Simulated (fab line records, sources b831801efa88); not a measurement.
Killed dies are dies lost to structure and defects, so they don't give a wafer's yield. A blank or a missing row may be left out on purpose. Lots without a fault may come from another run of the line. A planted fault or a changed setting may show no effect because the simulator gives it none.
Which tool did it? | flow gf180mcu | 13 lots, 39 wafers sampled, at 2 steps of a route of 602

WHAT THE GAUGES READ, wafer by wafer
GF_MIM_RS_MEAS_10: measures by four-point-probe. Usual: MIM_ALCU_RS 0.1600 ohm/sq, standard deviation 0.0021.
lot  | measured     | on            | MIM_ALCU_RS (ohm/sq) | flag
L194 | day 24 11:49 | film_metro-02 | 0.1554 0.1559 0.1570 |
L195 | day 25 00:52 | film_metro-04 | 0.1625 0.1607 0.1599 |
L198 | day 26 00:49 | film_metro-02 | 0.1608 0.1615 0.1609 |
L199 | day 26 12:01 | film_metro-04 | 0.1563 0.1573 0.1583 |
L200 | day 26 16:37 | film_metro-02 | 0.1637 0.1613 0.1646 |
L201 | day 26 22:35 | film_metro-04 | 0.1598 0.1625 0.1612 |
L203 | day 27 15:54 | film_metro-04 | 0.1637 0.1639 0.1639 |
L204 | day 27 22:05 | film_metro-01 | 0.1616 0.1613 0.1618 |
L206 | day 28 15:09 | film_metro-02 | 0.1621 0.1599 0.1604 |
L207 | day 28 19:53 | film_metro-02 | 0.1572 0.1591 0.1571 |
L208 | day 29 02:55 | film_metro-04 | 0.1603 0.1612 0.1619 |
L209 | day 29 11:19 | film_metro-02 | 0.1604 0.1588 0.1605 |
L217 | day 32 00:17 | film_metro-04 | 0.1560 0.1571 0.1592 |

WHICH TOOL RAN EACH LOT (tool, then ch and the chambers of the sampled wafers, then the start)
lot  | GF_MIM_SPUTTER_02
L194 | pvd_sputter-03, day 24 11:32
L195 | pvd_sputter-03, day 25 00:33
L198 | pvd_sputter-04, day 26 00:31
L199 | pvd_sputter-03, day 26 11:44
L200 | pvd_sputter-03, day 26 16:18
L201 | pvd_sputter-03, day 26 22:18
L203 | pvd_sputter-03, day 27 15:36
L204 | pvd_sputter-02, day 27 21:49
L206 | pvd_sputter-02, day 28 14:52
L207 | pvd_sputter-02, day 28 19:36
L208 | pvd_sputter-04, day 29 02:38
L209 | pvd_sputter-04, day 29 10:58
L217 | pvd_sputter-02, day 31 23:58
- GF_MIM_SPUTTER_02: material AlCu, target thk 450 nm, time 23.9 s.

WHAT THE TOOLS THEMSELVES READ (means of the sampled wafers that have a number; where no wafer has one, the mark that the record gives instead)
GF_MIM_SPUTTER_02. Usual: cathode_dc_power_W 10600 W, standard deviation 1.9; chamber_pressure_pa 0.4000 Pa, standard deviation 0.00081; throttle_valve_pct 29.9 %, standard deviation 0.87.
lot  | tool           | cathode_dc_power_W (W) | chamber_pressure_pa (Pa) | throttle_valve_pct (%) | flag
L194 | pvd_sputter-03 | 10602                  | 0.4008                   | 29.3                   |
L195 | pvd_sputter-03 | 10600                  | 0.3999                   | 29.3                   |
L198 | pvd_sputter-04 | 10597                  | 0.4000                   | 30.1                   |
L199 | pvd_sputter-03 | 10599                  | 0.4000                   | 30.6                   |
L200 | pvd_sputter-03 | 10601                  | 0.3997                   | 29.0                   |
L201 | pvd_sputter-03 | 10600                  | 0.4005                   | 30.1                   |
L203 | pvd_sputter-03 | 10599                  | 0.4001                   | 30.1                   |
L204 | pvd_sputter-02 | 10600                  | 0.3999                   | 29.1                   |
L206 | pvd_sputter-02 | 10599                  | 0.3999                   | 29.6                   |
L207 | pvd_sputter-02 | 10600                  | 0.4006                   | 30.1                   |
L208 | pvd_sputter-04 | 10601                  | 0.4007                   | 30.0                   |
L209 | pvd_sputter-04 | 10601                  | 0.3999                   | 29.3                   |
L217 | pvd_sputter-02 | 10601                  | 0.3998                   | 29.3                   |

THE ANSWER, worked out from the rows above alone
Rule: a lot is off if the mean of its wafers that have a number lies more than 3 standard deviations from the usual mean. A lot without any number at a reading at which 4 lots or more have one is off too. The other lots that the step has rows for count as sound. The gauges are gone through in route order, then the tools' own readings, and for those a lot's mean is taken as printed above. The first step at which some lot is off is used, and at that step the reading that is off furthest; a lot without a number counts as furthest.
No lot is off at any reading shown: from this, nothing can be told.

WHAT THE SIMULATOR HAD PUT IN
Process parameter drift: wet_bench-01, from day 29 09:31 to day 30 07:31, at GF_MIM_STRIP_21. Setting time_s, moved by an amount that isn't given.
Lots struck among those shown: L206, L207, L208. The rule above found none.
